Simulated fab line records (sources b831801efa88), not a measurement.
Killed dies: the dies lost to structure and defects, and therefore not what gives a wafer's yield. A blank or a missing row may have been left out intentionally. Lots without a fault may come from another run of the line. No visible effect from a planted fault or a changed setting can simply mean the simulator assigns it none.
fab line records    flow gf180mcu    part 2 of 2: steps 27 to 36 of 36
record lots=5  wafers=15  last_day=33
route steps=602 shown MIM@506 M5@526 V5@540
lots that met no fault: from a run of the same line without faults
start_h: hours from the record's first day to the start of the lot's first wafer shown    wait_h: hours from the lot's prior step to this one    " same as the row above    L1.1+2: several wafers, shown together as one row    - either no value or no given start    * or withheld: withheld    < > ~ a bound
route shown NAME@n: NAME is a module with steps in the file, n the number in the route of the first one    usual: average and standard deviation across the fault-free wafers    same: alike in all rows    chamber/n: place in a boat    sites: the reading at each site    _std_site: standard deviation across them    _edge_site: the outer-site mean with the inner-site mean subtracted    radius_mm: for every site, how far away it sits from the centre of the wafer    mask NAME#n: copy n    behind: tool/chamber where the wafer was last shaped    hold: why the lot was held/for how many hours/how that ended    device: the transistor (n, p or np) that didn't switch    end of line: tests run on the same wafers once the route is complete    where a step has no rows: the recipe by itself    killed: at the first sort, the dies lost to defects and structure; wafer yield is something else    map: dies across one wafer; x = killed, . = not, _ = none there
set.NAME: the run value of the setting; set.NAME@STEP: its run value at that earlier step    model.NAME: the simulator's own value behind a step, which no gauge read
lots seen at some steps along the route; tables by step, rows by wafer
services: when a tool's chamber went out of use (start_h, in hours from the record's first day, below 0 if earlier), for how many hours, and the reason
## steps
# step GF_M5_DEVELOP_06
# recipe develop_time_s=60  dev_temp_c=21
# usual exhaust_pa=44.9/0.78
lot.wafer  tool            chamber  start_h  wait_h  exhaust_pa
L082.1     litho_track-04  0        668.81   0.2     46.0
L082.3     "               0        "        "       44.5
L082.4     "               0        "        "       44.1
L084.3     litho_track-02  0        685.68   0.1     44.9
L084.4     "               0        "        "       45.5
L084.6     "               0        "        "       46.1
L087.1     litho_track-04  0        706.51   0.2     44.9
L087.2     "               0        "        "       45.8
L087.5     "               0        "        "       45.0
L093.1     litho_track-04  0        744.91   0.2     44.3
L093.2     "               0        "        "       43.7
L093.5     "               0        "        "       44.2
L094.1     litho_track-01  0        745.00   0.2     44.5
L094.2     "               0        "        "       44.9
L094.6     "               0        "        "       44.9
# step GF_M5_CD_MEAS_07
# recipe target_cd_nm=280
# usual cd_nm=279.9/1
lot.wafer  tool       chamber  start_h  wait_h  cd_nm
L082.1     cd_sem-01  -        668.96   0.1     277.4
L082.3     "          -        "        "       278.4
L082.4     "          -        "        "       277.6
L084.3     cd_sem-02  -        685.82   0.1     281.4
L084.4     "          -        "        "       279.6
L084.6     "          -        "        "       279.9
L087.1     cd_sem-02  -        706.66   0.1     279.5
L087.2     "          -        "        "       279.6
L087.5     "          -        "        "       280.2
L093.1     cd_sem-02  -        745.06   0.1     282.1
L093.2     "          -        "        "       280.3
L093.5     "          -        "        "       280.3
L094.1     cd_sem-02  -        745.18   0.2     278.7
L094.2     "          -        "        "       279.9
L094.6     "          -        "        "       278.5
# step GF_M5_OVL_MEAS_08
# usual M5_OVL=4/4.9
lot.wafer  tool        chamber  start_h  wait_h  M5_OVL[nm]
L082.1     overlay-02  -        669.08   0.1     10
L082.3     "           -        "        "       10
L082.4     "           -        "        "       12
L084.3     overlay-02  -        685.92   0.1     5
L084.4     "           -        "        "       2
L084.6     "           -        "        "       -1
L087.1     overlay-02  -        706.78   0.1     0
L087.2     "           -        "        "       4
L087.5     "           -        "        "       0
L093.1     overlay-01  -        745.18   0.1     2
L093.2     "           -        "        "       8
L093.5     "           -        "        "       1
L094.1     overlay-01  -        745.30   0.1     3
L094.2     "           -        "        "       6
L094.6     "           -        "        "       2
# step GF_M5_ETCH_09
# recipe chemistry=CF4/O2  target=Si3N4  target_depth_nm=52  source_w=800  bias_w=150  pressure_mtorr=150  cf4_flow_sccm=80  O2_flow_sccm=10  time_s=11.6
# usual drypump_motor_current_A=5.8/0.48  oes_product_au=0.999/0.0095  throttle_valve_pct=5.970/0.009
lot.wafer  tool         chamber  start_h  wait_h  drypump_motor_current_A  oes_product_au  rf_hours_counter_h  throttle_valve_pct
L082.1     rie_diel-03  1        669.12   0.0     5.3                      0.999           14                  5.990
L082.3     "            3        "        "       5.3                      1.008           6                   5.980
L082.4     "            2        "        "       4.9                      0.998           1                   5.965
L084.3     rie_diel-03  1        685.94   0.0     5.3                      0.989           15                  5.975
L084.4     "            3        "        "       5.2                      1.011           7                   5.975
L084.6     "            3        "        "       5.2                      1.005           -                   5.972
L087.1     rie_diel-03  3        706.82   0.0     5.3                      1.009           8                   5.953
L087.2     "            1        "        "       5.2                      1.000           15                  5.973
L087.5     "            0        "        "       6.1                      1.012           -                   5.981
L093.1     rie_diel-02  0        745.22   0.0     5.6                      1.003           11                  5.967
L093.2     "            3        "        "       5.7                      0.996           0                   5.965
L093.5     "            3        "        "       5.8                      0.993           -                   5.980
L094.1     rie_diel-03  1        745.34   0.0     5.3                      0.981           17                  5.940
L094.2     "            2        "        "       4.8                      0.988           4                   5.968
L094.6     "            3        "        "       5.3                      1.019           -                   5.952
# step GF_M5_METAL_ETCH_10
# recipe chemistry=Cl2/BCl3  mask_material=KrF  target_depth_nm=750.8  stop_on=SiO2  pressure_mtorr=8  icp_w=800  bias_w=140  Cl2_flow_sccm=80  bcl3_flow_sccm=40  time_s=125.1
# usual drypump_motor_current_A=5.82/0.24  oes_product_au=0.989/0.0066  throttle_valve_pct=28.230/0.012
lot.wafer  tool          chamber  start_h  wait_h  drypump_motor_current_A  oes_product_au  rf_hours_counter_h  throttle_valve_pct
L082.1     rie_metal-02  0        669.14   0.0     5.68                     0.990           10                  28.212
L082.3     "             0        "        "       5.68                     0.980           -                   28.215
L082.4     "             1        "        "       5.74                     0.984           -                   28.210
L084.3     rie_metal-01  1        686.01   0.1     6.11                     0.992           -                   28.228
L084.4     "             0        "        "       6.12                     0.995           -                   28.224
L084.6     "             0        "        "       6.11                     0.997           -                   28.228
L087.1     rie_metal-01  0        706.84   0.0     6.16                     0.990           0                   28.232
L087.2     "             1        "        "       6.09                     0.986           5                   28.217
L087.5     "             1        "        "       6.11                     1.000           -                   28.245
L093.1     rie_metal-04  0        745.24   0.0     6.16                     0.982           7                   28.242
L093.2     "             1        "        "       5.47                     0.984           4                   28.226
L093.5     "             1        "        "       5.46                     0.976           -                   28.250
L094.1     rie_metal-02  0        745.36   0.0     5.68                     0.990           14                  28.215
L094.2     "             1        "        "       5.73                     0.989           0                   28.217
L094.6     "             0        "        "       5.67                     0.987           -                   28.238
# step GF_M5_STRIP_11
# recipe chemistry=O2/N2  power_w=1400  pressure_mtorr=1500  platen_temp_c=250  o2_flow_sccm=3000  n2_flow_sccm=300  overash_fraction=0.5
# usual drypump_motor_current_A=5.7/0.47  heater_power_w=330/37  o2_flow_sccm=3000/9.4  oes_product_au=0.523/0.0053  strip_time_to_endpoint_s=7.05/0.051
lot.wafer  tool             chamber  start_h  wait_h  drypump_motor_current_A  heater_power_w  o2_flow_sccm  oes_product_au  rf_hours_counter_h  strip_time_to_endpoint_s
L082.1     plasma_asher-01  0        669.27   0.1     5.6                      350             3007          0.521           90                  7.05
L082.3     "                1        "        "       5.4                      345             2981          0.530           -                   7.09
L082.4     "                0        "        "       5.6                      344             3002          0.515           -                   7.03
L084.3     plasma_asher-04  0        686.12   0.1     5.4                      283             2999          0.525           -                   7.03
L084.4     "                1        "        "       5.3                      288             3006          0.521           -                   6.96
L084.6     "                0        "        "       5.4                      284             3009          0.518           -                   6.98
L087.1     plasma_asher-04  0        706.97   0.1     5.4                      284             3001          0.526           62                  7.05
L087.2     "                1        "        "       5.3                      290             3006          0.520           62                  7.07
L087.5     "                0        "        "       5.4                      277             2992          0.523           -                   7.04
L093.1     plasma_asher-03  1        745.37   0.1     5.5                      324             3002          0.520           0                   7.10
L093.2     "                0        "        "       6.5                      378             2998          0.520           0                   7.05
L093.5     "                1        "        "       5.5                      319             2990          0.523           -                   7.06
L094.1     plasma_asher-01  0        745.49   0.1     5.6                      357             2996          0.523           97                  7.04
L094.2     "                1        "        "       5.4                      327             2998          0.517           97                  7.00
L094.6     "                1        "        "       5.4                      330             2993          0.523           -                   7.02
# step GF_M5_STRIP_12
# recipe chemistry=post_etch_residue_remover  time_s=1200  temp_c=72.5
lot.wafer   tool          chamber  start_h  wait_h
L082.1+3+4  wet_bench-04  2        669.37   0.1
L084.3+4+6  wet_bench-02  1        686.19   0.0
L087.1+2+5  wet_bench-01  3        707.07   0.1
L093.1+2+5  wet_bench-02  3        745.47   0.1
L094.1+2+6  wet_bench-01  1        745.59   0.1
# step GF_M5_CLEAN_13
# recipe chemistry=DIW  dry=n2_spin
lot.wafer   tool          chamber  start_h  wait_h
L082.1+3+4  wet_bench-01  3        669.71   0.0
L084.3+4+6  wet_bench-01  1        686.56   0.0
L087.1+2+5  wet_bench-04  2        707.62   0.2
L093.1+2+5  wet_bench-02  3        745.81   0.0
L094.1+2+6  wet_bench-02  1        745.93   0.0
# step GF_V5_CVD_00
# recipe material=SiO2  target_thk_nm=300  sigma_open_frac=0.3  temp_c=400  time_s=50  sih4_flow_sccm=60  pressure_mtorr=6
lot.wafer   tool       chamber  start_h  wait_h
L082.1+3+4  hdpcvd-02  0,2,0    669.80   0.0
L084.3+4+6  hdpcvd-02  2,1,0    686.66   0.0
L087.1+2+5  hdpcvd-02  0,2,1    707.72   0.0
L093.1+2+5  hdpcvd-01  1,0,2    745.90   0.0
L094.1+2+6  hdpcvd-02  0,1,0    746.02   0.0
# step GF_V5_THK_MEAS_01
# recipe reads=SiO2_of_V5_CVD_00
# usual V5_CVD_00_THK=299/3.5
lot.wafer  tool           chamber  start_h  wait_h  V5_CVD_00_THK[nm]
L082.1     film_metro-02  -        669.85   0.0     302
L082.3     "              -        "        "       303
L082.4     "              -        "        "       300
L084.3     film_metro-04  -        686.72   0.0     300
L084.4     "              -        "        "       297
L084.6     "              -        "        "       294
L087.1     film_metro-01  -        707.76   0.0     296
L087.2     "              -        "        "       299
L087.5     "              -        "        "       299
L093.1     film_metro-04  -        745.95   0.0     299
L093.2     "              -        "        "       305
L093.5     "              -        "        "       303
L094.1     film_metro-02  -        746.07   0.0     300
L094.2     "              -        "        "       300
L094.6     "              -        "        "       300
## services
tool              chamber  start_h  hours  kind
krf_scanner-02    -        607.72   1.3    pm
iline_stepper-02  -        616.56   4.3    pm
pecvd-02          -        618.37   0.8    pm
pvd_sputter-02    -        623.37   4.4    repair
pvd_sputter-01    -        636.76   1.4    repair
hdpcvd-02         -        637.01   1.6    repair
hdpcvd-02         -        673.53   5.5    pm
krf_scanner-01    -        679.61   1.0    pm
pecvd-03          -        691.29   0.7    repair
wet_bench-02      -        698.36   43.9   pm
wet_bench-01      -        709.84   6.9    repair
hdpcvd-02         1        710.20   20.1   repair
krf_scanner-01    -        717.74   5.1    repair
rie_diel-03       0        719.70   4.3    repair
pvd_sputter-03    -        720.48   2.3    repair
iline_stepper-01  -        722.01   29.2   repair
plasma_asher-01   -        724.48   2.8    pm
pvd_sputter-03    -        735.91   7.8    repair
pecvd-03          -        735.95   2.3    repair
iline_stepper-01  -        736.93   8.5    repair
pecvd-03          -        738.27   2.8    pm
krf_scanner-01    -        740.60   4.4    pm
krf_scanner-01    -        744.99   0.8    pm
krf_scanner-01    -        745.74   1.3    pm
